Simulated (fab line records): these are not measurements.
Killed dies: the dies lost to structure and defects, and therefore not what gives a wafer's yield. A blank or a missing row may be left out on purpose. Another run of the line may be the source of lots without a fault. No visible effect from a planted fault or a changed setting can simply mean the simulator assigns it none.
Matching of chambers / flow gf180mcu / 3 sister chambers for GF_V4_CVD_00 on hdpcvd-02
The step deposits SiO2, target thk 600 nm, time 100 s. 3 wafers are shown with their chamber, then 7 later ones without.

== WAFERS WITH THEIR CHAMBER ==
wafer=L320.1; chamber=2; sih4-flow-sccm (sccm)=60.02
wafer=L320.2; chamber=1; sih4-flow-sccm (sccm)=60.05
wafer=L320.3; chamber=0; sih4-flow-sccm (sccm)=60.05

== WAFERS MISSING THEIR CHAMBER ==
wafer=L322.2; sih4-flow-sccm (sccm)=60.00
wafer=L322.6; sih4-flow-sccm (sccm)=60.05
wafer=L325.1; sih4-flow-sccm (sccm)=60.23
wafer=L325.6; sih4-flow-sccm (sccm)=60.02
wafer=L334.1; sih4-flow-sccm (sccm)=59.97
wafer=L334.3; sih4-flow-sccm (sccm)=60.26
wafer=L334.5; sih4-flow-sccm (sccm)=60.07

== WHICH CHAMBER EACH WENT THROUGH ==
wafer=L322.2; from the rows above=can't be placed: 2 or 0 or 1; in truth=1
wafer=L322.6; from the rows above=can't be placed: 0 or 1 or 2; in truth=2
wafer=L325.1; from the rows above=can't be placed: 0 or 1 or 2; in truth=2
wafer=L325.6; from the rows above=can't be placed: 2 or 0 or 1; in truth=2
wafer=L334.1; from the rows above=can't be placed: 2 or 0 or 1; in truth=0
wafer=L334.3; from the rows above=can't be placed: 0 or 1 or 2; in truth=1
wafer=L334.5; from the rows above=can't be placed: 0 or 1 or 2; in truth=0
Correctly placed: 0 of 7. Unplaceable from these rows: 7, with the true chamber sitting among the candidates in 7. 0 placed wrongly.
How it was worked out, from the rows above alone: a wafer's distance from a chamber is the root of the sum, over the readings, of the square of ((its reading less the chamber's mean) divided by the reading's scatter). If the next closest chamber is less than 2 further off than the closest, the wafer can't be placed; otherwise it belongs to the closest. The mean given for a chamber averages the wafers shown for that chamber. The scatter: with one shown wafer a chamber, the root of the mean of the squares of how far each hidden wafer lies from its nearest shown one.
